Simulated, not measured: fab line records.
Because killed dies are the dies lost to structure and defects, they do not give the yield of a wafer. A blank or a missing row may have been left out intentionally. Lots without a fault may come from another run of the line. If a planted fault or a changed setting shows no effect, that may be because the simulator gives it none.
fab line records	flow sky130
[record] lots = 10	wafers = 30	last_day = 50
route steps=708 shown METAL2@502 VIA2@508 CAPM@539
lots that met no fault: from a run of the same line without faults
start_h: start of the lot's first displayed wafer, in hours after the record's first day	wait_h: time in hours since the lot's previous step	" as in the row above	L1.1+2: a row that stands for several wafers	- value missing, or start not given	* or withheld: withheld	< > ~ a bound
route shown NAME@n: names a module that has steps shown in the file, with the first one's number in the route	usual: mean/standard deviation taken from wafers without a fault	same: alike in all rows	chamber/n: place in a boat	sites: readings site by site	_std_site: standard deviation across them	_edge_site: inner sites' mean taken away from outer sites' mean	radius_mm: how far each site lies from the wafer's centre	mask NAME#n: copy n	behind: the most recent tool/chamber to have shaped the wafer	hold: the reason the lot was held/the length of the hold in hours/how it ended	device: which transistor (n, p or np) failed to switch	end of line: tests run on the same wafers once the route is complete	a step without rows: its recipe alone	killed: dies that structure and defects cost at the first sort, which is not the same as the wafer's yield	map: a wafer's dies, marking killed ones x, the rest . and places with no die _
set.NAME: the setting the step ran with; set.NAME@STEP: the setting that earlier step ran with	model.NAME: the simulator's own value behind a step, which no gauge read
route steps across a sampled set of lots; one table per step, one row per wafer
services: from which hour (start_h, from the record's first day; less than 0 if before it) a tool's chamber was out of use, for how many hours, and why
[[steps]]
[step SKY_METAL2_METAL_ETCH_19]
[recipe] target_depth_a = 3600	stop_on = SiO2	over_etch_frac = 0.3	time_s = 78	chemistry = Cl2/BCl3	resist_sidewall_deg = 88	pressure_mtorr = 10	icp_w = 900	bias_w = 48.5	Cl2_flow_sccm = 60	bcl3_flow_sccm = 30
[usual] drypump_motor_current_A = 5.73/0.22	oes_product_au = 0.853/0.0058	throttle_valve_pct = 22.264/0.0089
[same] time_s = 78
lot.wafer	tool	chamber	start_h	wait_h	drypump_motor_current_A	oes_product_au	rf_hours_counter_h	throttle_valve_pct
L206.2	rie_metal-02	0	837.13	0.1	5.52	0.858	-	22.257
L206.4	"	0	"	"	5.51	0.847	-	22.258
L206.6	"	0	"	"	5.50	0.849	-	22.255
L207.1	rie_metal-04	1	857.35	0.0	5.94	0.844	4	22.266
L207.3	"	0	"	"	5.54	0.862	-	22.249
L207.5	"	0	"	"	5.56	0.859	-	22.256
L209.3	rie_metal-03	0	867.51	0.1	6.10	0.854	-	22.256
L209.4	"	1	"	"	6.05	0.854	-	22.251
L209.5	"	0	"	"	6.08	0.862	-	22.262
L214.1	rie_metal-04	1	902.45	0.0	5.96	0.855	7	22.262
L214.2	"	0	"	"	5.54	0.858	16	22.262
L214.4	"	0	"	"	5.54	0.852	-	22.274
L215.3	rie_metal-04	0	907.74	0.1	5.57	0.852	-	22.276
L215.4	"	0	"	"	5.57	0.846	-	22.278
L215.5	"	0	"	"	5.57	0.839	-	22.264
L216.1	rie_metal-02	1	917.73	0.0	5.68	0.858	4	22.243
L216.2	"	0	"	"	5.49	0.866	14	22.267
L216.3	"	1	"	"	5.66	0.850	-	22.256
L220.1	rie_metal-04	0	949.88	0.1	5.58	0.854	20	22.277
L220.3	"	0	"	"	5.56	0.870	-	22.275
L220.5	"	0	"	"	5.53	0.856	-	22.264
L222.3	rie_metal-03	0	961.74	0.1	6.09	0.853	-	22.263
L222.5	"	0	"	"	6.07	0.849	-	22.265
L222.6	"	0	"	"	6.06	0.855	-	22.259
L223.1	rie_metal-04	0	968.28	0.1	5.54	0.847	22	22.285
L223.2	"	0	"	"	5.55	0.853	-	22.264
L223.3	"	0	"	"	5.53	0.850	-	22.266
L225.1	rie_metal-04	0	983.28	0.1	5.57	0.854	24	22.266
L225.3	"	0	"	"	5.58	0.858	-	22.265
L225.6	"	0	"	"	5.57	0.855	-	22.257
[step SKY_VIA2_THK_MEAS_01]
[recipe] reads = SiO2_of_VIA2_HDPCVD_00
[usual] VIA2_HDPCVD_THK = 1181/13
lot.wafer	tool	chamber	start_h	wait_h	VIA2_HDPCVD_THK[nm]
L206.2	film_metro-04	-	838.01	0.1	1176
L206.4	"	-	"	"	1195
L206.6	"	-	"	"	1196
L207.1	film_metro-04	-	858.19	0.1	1199
L207.3	"	-	"	"	1190
L207.5	"	-	"	"	1189
L209.3	film_metro-01	-	868.31	0.1	1176
L209.4	"	-	"	"	1165
L209.5	"	-	"	"	1182
L214.1	film_metro-04	-	903.30	0.1	1202
L214.2	"	-	"	"	1187
L214.4	"	-	"	"	1179
L215.3	film_metro-01	-	908.64	0.1	1160
L215.4	"	-	"	"	1160
L215.5	"	-	"	"	1170
L216.1	film_metro-04	-	918.61	0.1	1170
L216.2	"	-	"	"	1184
L216.3	"	-	"	"	1167
L220.1	film_metro-03	-	951.06	0.1	1178
L220.3	"	-	"	"	1172
L220.5	"	-	"	"	1171
L222.3	film_metro-01	-	962.61	0.1	1206
L222.5	"	-	"	"	1176
L222.6	"	-	"	"	1194
L223.1	film_metro-04	-	969.17	0.1	1188
L223.2	"	-	"	"	1211
L223.3	"	-	"	"	1186
L225.1	film_metro-04	-	984.17	0.1	1151
L225.3	"	-	"	"	1158
L225.6	"	-	"	"	1154
[step SKY_VIA2_SPUTTER_20]
[recipe] material = TiN	target_thk_nm = 20	chamber_pressure_pa = 5	power_w = 4000	time_s = 80
[usual] throttle_valve_pct = 30.0/1
[same] time_s = 80
lot.wafer	tool	chamber	start_h	wait_h	throttle_valve_pct
L206.2	pvd_sputter-02	-	864.42	0.0	30.0
L206.4	"	-	"	"	30.7
L206.6	"	-	"	"	29.7
L207.1	pvd_sputter-01	-	884.39	0.0	30.9
L207.3	"	-	"	"	27.4
L207.5	"	-	"	"	29.5
L209.3	pvd_sputter-02	-	894.81	0.0	29.8
L209.4	"	-	"	"	30.9
L209.5	"	-	"	"	29.7
L214.1	pvd_sputter-04	-	929.67	0.0	30.9
L214.2	"	-	"	"	30.1
L214.4	"	-	"	"	27.8
L215.3	pvd_sputter-04	-	934.75	0.0	30.4
L215.4	"	-	"	"	30.3
L215.5	"	-	"	"	30.8
L216.1	pvd_sputter-02	-	944.26	0.0	30.6
L216.2	"	-	"	"	31.3
L216.3	"	-	"	"	29.6
L220.1	pvd_sputter-04	-	975.43	0.0	28.0
L220.3	"	-	"	"	30.3
L220.5	"	-	"	"	28.2
L222.3	pvd_sputter-02	-	987.29	0.0	29.8
L222.5	"	-	"	"	29.9
L222.6	"	-	"	"	30.5
L223.1	pvd_sputter-02	-	994.94	0.0	30.0
L223.2	"	-	"	"	30.8
L223.3	"	-	"	"	31.3
L225.1	pvd_sputter-02	-	1008.34	0.0	29.7
L225.3	"	-	"	"	29.8
L225.6	"	-	"	"	30.0
[step SKY_CAPM_SPUTTER_02]
[recipe] material = TiN	target_thk_nm = 200	temp_c = 300	power_w = 6500	time_s = 166.7	chamber_pressure_pa = 0.4
[usual] throttle_valve_pct = 30.3/0.79
lot.wafer	tool	chamber	start_h	wait_h	throttle_valve_pct
L206.2	pvd_sputter-03	-	865.33	0.0	30.0
L206.4	"	-	"	"	30.2
L206.6	"	-	"	"	30.9
L207.1	pvd_sputter-04	-	885.30	0.1	30.3
L207.3	"	-	"	"	30.8
L207.5	"	-	"	"	30.2
L209.3	pvd_sputter-04	-	895.77	0.0	31.2
L209.4	"	-	"	"	27.8
L209.5	"	-	"	"	27.8
L214.1	pvd_sputter-03	-	930.58	0.1	31.0
L214.2	"	-	"	"	30.2
L214.4	"	-	"	"	30.8
L215.3	pvd_sputter-02	-	935.73	0.0	30.9
L215.4	"	-	"	"	30.0
L215.5	"	-	"	"	29.7
L216.1	pvd_sputter-03	-	945.16	0.1	30.8
L216.2	"	-	"	"	30.0
L216.3	"	-	"	"	30.2
L220.1	pvd_sputter-02	-	976.34	0.1	29.8
L220.3	"	-	"	"	30.0
L220.5	"	-	"	"	29.7
L222.3	pvd_sputter-03	-	988.20	0.0	30.0
L222.5	"	-	"	"	31.1
L222.6	"	-	"	"	30.2
L223.1	pvd_sputter-02	-	995.86	0.1	29.6
L223.2	"	-	"	"	29.9
L223.3	"	-	"	"	30.7
L225.1	pvd_sputter-03	-	1009.34	0.1	30.0
L225.3	"	-	"	"	30.1
L225.6	"	-	"	"	30.1
[step SKY_CAPM_RS_MEAS_03]
[recipe] thk_meas_gauge = four-point-probe	reads = TiN_of_CAPM_SPUTTER_02
[usual] CAPM_TIN_RS = 6.87/0.074
lot.wafer	tool	chamber	start_h	wait_h	CAPM_TIN_RS[ohm/sq]
L206.2	film_metro-03	-	865.46	0.1	6.83
L206.4	"	-	"	"	6.78
L206.6	"	-	"	"	6.82
L207.1	film_metro-01	-	885.41	0.1	6.81
L207.3	"	-	"	"	6.74
L207.5	"	-	"	"	6.80
L209.3	film_metro-01	-	895.92	0.1	6.84
L209.4	"	-	"	"	6.90
L209.5	"	-	"	"	6.96
L214.1	film_metro-03	-	930.69	0.1	6.95
L214.2	"	-	"	"	6.82
L214.4	"	-	"	"	6.89
L215.3	film_metro-02	-	935.88	0.1	6.94
L215.4	"	-	"	"	6.84
L215.5	"	-	"	"	6.90
L216.1	film_metro-03	-	945.27	0.1	6.85
L216.2	"	-	"	"	6.76
L216.3	"	-	"	"	6.85
L220.1	film_metro-03	-	976.45	0.1	6.94
L220.3	"	-	"	"	6.85
L220.5	"	-	"	"	6.95
L222.3	film_metro-03	-	988.37	0.1	6.60
L222.5	"	-	"	"	6.98
L222.6	"	-	"	"	6.92
L223.1	film_metro-02	-	995.96	0.1	6.92
L223.2	"	-	"	"	6.88
L223.3	"	-	"	"	7.04
L225.1	film_metro-02	-	1009.45	0.1	6.63
L225.3	"	-	"	"	6.94
L225.6	"	-	"	"	6.87
[step SKY_CAPM_THK_MEAS_04]
[recipe] thk_meas_gauge = xrf	reads = TiN_of_CAPM_SPUTTER_02
[usual] CAPM_TIN_THK = 201.2/2.3
lot.wafer	tool	chamber	start_h	wait_h	CAPM_TIN_THK[nm]
L206.2	film_metro-03	-	865.57	0.1	202.1
L206.4	"	-	"	"	204.3
L206.6	"	-	"	"	202.8
L207.1	film_metro-01	-	885.53	0.1	203.7
L207.3	"	-	"	"	205.9
L207.5	"	-	"	"	202.1
L209.3	film_metro-01	-	896.02	0.1	202.1
L209.4	"	-	"	"	199.5
L209.5	"	-	"	"	198.4
L214.1	film_metro-03	-	930.81	0.1	199.9
L214.2	"	-	"	"	203.2
L214.4	"	-	"	"	200.3
L215.3	film_metro-02	-	935.98	0.1	199.6
L215.4	"	-	"	"	201.8
L215.5	"	-	"	"	199.8
L216.1	film_metro-03	-	945.39	0.1	201.7
L216.2	"	-	"	"	203.4
L216.3	"	-	"	"	200.6
L220.1	film_metro-03	-	976.57	0.1	198.7
L220.3	"	-	"	"	201.2
L220.5	"	-	"	"	199.7
L222.3	film_metro-03	-	988.47	0.1	209.2
L222.5	"	-	"	"	197.6
L222.6	"	-	"	"	198.9
L223.1	film_metro-02	-	996.08	0.1	199.7
L223.2	"	-	"	"	200.3
L223.3	"	-	"	"	197.1
L225.1	film_metro-02	-	1009.57	0.1	209.7
L225.3	"	-	"	"	199.0
L225.6	"	-	"	"	202.4
[step SKY_CAPM_METAL_ETCH_13]
[recipe] target_depth_nm = 220	stop_on = SiO2	chemistry = Cl2/BCl3	target = TiN	pressure_mtorr = 10	icp_w = 900	bias_w = 48.5	Cl2_flow_sccm = 60	bcl3_flow_sccm = 30	time_s = 62.9
[usual] drypump_motor_current_A = 5.65/0.22	oes_product_au = 0.944/0.0071	throttle_valve_pct = 21.899/0.011
[same] time_s = 62.9
lot.wafer	tool	chamber	start_h	wait_h	drypump_motor_current_A	oes_product_au	rf_hours_counter_h	throttle_valve_pct
L206.2	rie_metal-04	1	891.04	0.0	5.94	0.945	6	21.899
L206.4	"	1	"	"	5.93	0.950	-	21.898
L206.6	"	1	"	"	5.94	0.947	-	21.916
L207.1	rie_metal-02	1	910.17	0.0	5.66	0.956	4	21.907
L207.3	"	0	"	"	5.49	0.958	-	21.896
L207.5	"	0	"	"	5.50	0.950	-	21.900
L209.3	rie_metal-04	0	920.47	0.1	5.56	0.944	-	21.904
L209.4	"	0	"	"	5.54	0.938	-	21.903
L209.5	"	0	"	"	5.55	0.941	-	21.894
L214.1	rie_metal-02	0	955.07	0.0	5.52	0.936	16	21.900
L214.2	"	1	"	"	5.67	0.948	6	21.875
L214.4	"	0	"	"	5.51	0.947	-	21.898
L215.3	rie_metal-01	1	961.15	0.0	5.37	0.945	-	21.903
L215.4	"	0	"	"	5.98	0.949	-	21.892
L215.5	"	1	"	"	5.37	0.942	-	21.897
L216.1	rie_metal-01	0	968.48	0.0	5.96	0.943	4	21.902
L216.2	"	1	"	"	5.37	0.951	20	21.887
L216.3	"	0	"	"	5.97	0.939	-	21.901
L220.1	rie_metal-02	1	999.12	0.0	5.68	0.940	9	21.909
L220.3	"	0	"	"	5.50	0.951	-	21.882
L220.5	"	0	"	"	5.52	0.938	-	21.910
L222.3	rie_metal-02	1	1011.21	0.0	5.70	0.966	-	21.880
L222.5	"	0	"	"	5.51	0.935	-	21.909
L222.6	"	1	"	"	5.68	0.942	-	21.911
L223.1	rie_metal-02	0	1018.67	0.0	5.51	0.946	20	21.879
L223.2	"	1	"	"	5.69	0.935	10	21.896
L223.3	"	1	"	"	5.69	0.931	-	21.922
L225.1	rie_metal-04	0	1032.53	0.0	5.57	0.968	0	21.887
L225.3	"	1	"	"	5.95	0.940	-	21.891
L225.6	"	1	"	"	5.92	0.943	-	21.915
[[services]]
tool	chamber	start_h	hours	kind
pvd_sputter-04	-	826.34	2.9	repair
rie_metal-02	1	832.33	20.2	repair
pvd_sputter-02	-	835.46	11.5	repair
pvd_sputter-01	-	851.15	2.5	repair
pvd_sputter-04	0	852.04	-	consumable_replace:kit
pvd_sputter-04	0	852.04	18.0	scheduled_down
pvd_sputter-04	0	852.04	18.0	vent_cycle
rie_metal-01	0	863.65	46.6	repair
rie_metal-02	-	877.33	28.1	pm
rie_metal-04	0	884.09	6.3	repair
rie_metal-01	1	887.43	10.9	repair
rie_metal-04	1	904.68	99.6	repair
rie_metal-02	-	905.43	2.8	pm
rie_metal-02	0	918.22	1.0	repair
rie_metal-02	1	920.77	2.5	repair
rie_metal-03	1	936.64	28.2	repair
rie_metal-03	1	992.30	8.1	repair
rie_metal-04	0	1004.30	-	clean
rie_metal-04	0	1004.30	21.4	scheduled_down
rie_metal-04	0	1004.30	21.4	vent_cycle
pvd_sputter-03	0	1012.55	-	consumable_replace:kit
pvd_sputter-02	1	1019.25	-	consumable_replace:kit
pvd_sputter-02	1	1019.25	18.0	scheduled_down
pvd_sputter-02	1	1019.25	18.0	vent_cycle
[[key]]
[first_sign] step = SKY_CAPM_RS_MEAS_03	reading = CAPM_TIN_RS	direction = down	sigmas = 3.4	usual = 6.87	struck = 6.61
[effect] step = SKY_CAPM_THK_MEAS_04	reading = CAPM_TIN_THK	direction = up	sigmas = 3.6	usual = 201.2	struck = 209.5
[effect] step = SKY_CAPM_METAL_ETCH_13	reading = oes_product_au	direction = up	sigmas = 3.1	usual = 0.944	struck = 0.967
met_at SKY_CAPM_SPUTTER_02
struck_lots L222,L225
struck_wafers L222.3,L225.1
not_acting_at SKY_METAL2_METAL_ETCH_19,SKY_VIA2_THK_MEAS_01,SKY_VIA2_SPUTTER_20
onset_between 945.16 988.20
[fault] kind = process_parameter_drift	tool = pvd_sputter-03	chamber = -	onset_h = 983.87	steps = SKY_CAPM_SPUTTER_02	channel = target_thk_nm	offset = 7.8115	shape = step	end_h = 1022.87	acts_in = these_recipes_only	stated = 200	scope = struck_wafers_only
